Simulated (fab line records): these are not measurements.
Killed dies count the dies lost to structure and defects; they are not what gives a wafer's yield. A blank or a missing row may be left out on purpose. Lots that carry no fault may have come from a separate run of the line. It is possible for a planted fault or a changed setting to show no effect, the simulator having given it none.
Comparing a struck lot with a sound one	flow gf180mcu	43 steps out of a route of 602
Sound: wafers L813.1, L813.2, L813.4. Struck: wafer L811.3 (L811.2, L811.4, from the same lot, were not struck and are left out); the cause is given at the end.
Each step with rows lists, per side, the tool, then ch with its chambers, then its first start. Under that, the readings that differ: sound wafers	struck wafers	difference of the means	sigmas: that difference in standard deviations of wafers without a fault.
alike: same words and numbers on both sides, and readings whose means sit less than 2 such deviations apart. not compared: any withheld reading, any reading some wafer has no value for, any bound like >300 that may hide the same value, and any number with overlapping values for which the record gives no deviation.
A row with sigmas, a row that says differs or no value, or rows on one side alone: a step with any of these is where the two part. When numbers do not overlap yet have no deviation, they are printed without sigmas and do not part them. Lack of a reading on every wafer of one side parts them only where that side has two or more wafers.

first, 3 steps without rows for these wafers: GF_V1_STRIP_19 (strips in post etch residue remover, time 1200 s); GF_V1_CLEAN_20 (cleans in DIW); GF_V1_SPUTTER_21 (material Ti, target thk 15 nm, time 80.02 s).
GF_V1_SPUTTER_22: material TiN, target thk 10 nm, time 40 s.
  sound: pvd-sputter-03 at day 21 04:35; struck: pvd-sputter-03 at day 20 19:13
  alike: throttle-valve-pct
then, 1 step without rows for these wafers: GF_V1_CVD_23 (deposits W, target thk 350 nm, time 105.05 s).
GF_V1_RS_MEAS_24: a four-point-probe measurement.
  sound: film-metro-02 at day 21 04:44; struck: film-metro-03 at day 20 19:24
  alike: V1_W_RS
GF_V1_THK_MEAS_25: measures by xrf.
  sound: film-metro-02 at day 21 04:52; struck: film-metro-03 at day 20 19:31
  alike: V1_W_THK
GF_V1_CMP_26: polishes, stops on SiO2, t overpolish 15 s, target thk 0 nm.
  sound on cmp-02 ch 0,1,3, day 21 04:55; struck on cmp-01 ch 3, day 20 19:34
  alike: motor-current-A, overpolish-run-s, platen-rpm, time-to-endpoint-s
GF_M2_SPUTTER_00: material Ti, target thk 37.5 nm, time 150 s.
  sound: pvd-sputter-02 at day 21 05:13; struck: pvd-sputter-04 at day 20 19:52
  alike: throttle-valve-pct
then, 3 steps without rows for these wafers: GF_M2_SPUTTER_01 (material TiN, target thk 30 nm, time 25 s); GF_M2_SPUTTER_02 (material AlCu, target thk 450 nm, time 23.9 s); GF_M2_SPUTTER_03 (material Ti, target thk 10 nm, time 6.7 s).
GF_M2_SPUTTER_04: material TiN, target thk 50 nm, time 41.7 s.
  sound: pvd-sputter-02 at day 21 05:25; struck: pvd-sputter-04 at day 20 20:02
reading	sound	struck	difference	sigmas
model.TiN_of_M2_SPUTTER_04.thk-nm (nm)	49.14 49.41 49.82	56.89	+7.43	
  alike: throttle-valve-pct
GF_M2_RS_MEAS_05: a four-point-probe measurement.
  sound: film-metro-02 at day 21 05:27; struck: film-metro-03 at day 20 20:06
  alike: M2_ALCU_RS
GF_M2_THK_MEAS_06: measures by xrf.
  sound: film-metro-02 at day 21 05:34; struck: film-metro-03 at day 20 20:13
  alike: M2_ALCU_THK
then, 7 steps without rows for these wafers: GF_M2_DEHYDRATE_07 (time 60 s); GF_M2_HMDS_08 (prime time 60 s); GF_M2_COAT_09 (resist thk 1000 nm); GF_M2_SOFTBAKE_10 (time 60 s); GF_M2_EXPOSE_11 (exposes mask Metal2, target cd 280 nm); GF_M2_PEB_12 (peb time 90 s); GF_M2_DEVELOP_13 (develop time 60 s).
GF_M2_CD_MEAS_14: the cd target is 280 nm.
  sound: cd-sem-01 at day 22 04:36; struck: cd-sem-02 at day 21 19:43
  alike: cd-nm
GF_M2_OVL_MEAS_15:
  sound: overlay-02 at day 22 04:43; struck: overlay-02 at day 21 19:50
reading	sound	struck	difference	sigmas
M2_OVL (nm)	-8 -3 -4	8	+13	+3
then, 1 step without rows for these wafers: GF_M2_METAL_ETCH_16 (etches the open film in Cl2/BCl3, stops on SiO2, target depth 627.5 nm, time 99.59 s).
GF_M2_STRIP_17: strips in O2/N2.
  sound on plasma-asher-03 ch 0,1, day 22 04:52; struck on plasma-asher-03 ch 1, day 21 19:58
  alike: drypump-motor-current-A, heater-power-w, oes-product-au, strip-time-to-endpoint-s
  not compared: rf-hours-counter-h
then, 3 steps without rows for these wafers: GF_M2_STRIP_18 (strips in post etch residue remover, time 1200 s); GF_M2_CLEAN_19 (cleans in DIW); GF_V2_CVD_00 (deposits SiO2, target thk 600 nm, time 100 s).
GF_V2_THK_MEAS_01:
  sound: film-metro-02 at day 22 05:30; struck: film-metro-02 at day 21 20:35
reading	sound	struck	difference	sigmas
V2_CVD_00_THK (nm)	600 611 597	589	-14	-2
GF_V2_CVD_02: deposits SiO2 from TEOS, target thk 850 nm, time 94.851 s.
  sound on pecvd-03 ch 1,2, day 22 05:34; struck on pecvd-03 ch 2, day 21 20:38
  alike: heater-power-w
  not compared: since-wet-clean-h
GF_V2_THK_MEAS_03:
  sound: film-metro-04 at day 22 05:38; struck: film-metro-02 at day 21 20:43
  alike: V2_CVD_02_THK
then, 1 step without rows for these wafers: GF_V2_CMP_04 (polishes SiO2).
GF_V2_BOW_MEAS_05:
  sound: film-metro-04 at day 22 05:59; struck: film-metro-02 at day 21 21:05
  alike: V2_BOW
then, 8 steps without rows for these wafers: GF_V2_DEHYDRATE_06 (time 60 s); GF_V2_HMDS_07 (prime time 60 s); GF_V2_COAT_08; GF_V2_COAT_09 (resist thk 1000 nm); GF_V2_SOFTBAKE_10 (time 60 s); GF_V2_EXPOSE_11 (exposes mask Via2, target cd 260 nm); GF_V2_PEB_12 (peb time 90 s); GF_V2_DEVELOP_13 (develop time 60 s).
GF_V2_STRIP_19: strips in post etch residue remover, time 1200 s.
  sound on wet-bench-02 ch 2, day 23 05:43; struck on wet-bench-01 ch 0, day 22 20:07
reading	sound	struck	difference	sigmas
model.TiN_of_M2_SPUTTER_04.thk-nm (nm)	48.31 48.58 48.99	56.04	+7.41	

WHERE THEY PART
Earliest at GF_M2_OVL_MEAS_15; latest, in this record, at GF_V2_THK_MEAS_01. Later steps at which nothing parts them and some readings are alike: GF_V2_CVD_02, GF_V2_THK_MEAS_03, GF_V2_BOW_MEAS_05.

WHY: the cause the simulator had injected
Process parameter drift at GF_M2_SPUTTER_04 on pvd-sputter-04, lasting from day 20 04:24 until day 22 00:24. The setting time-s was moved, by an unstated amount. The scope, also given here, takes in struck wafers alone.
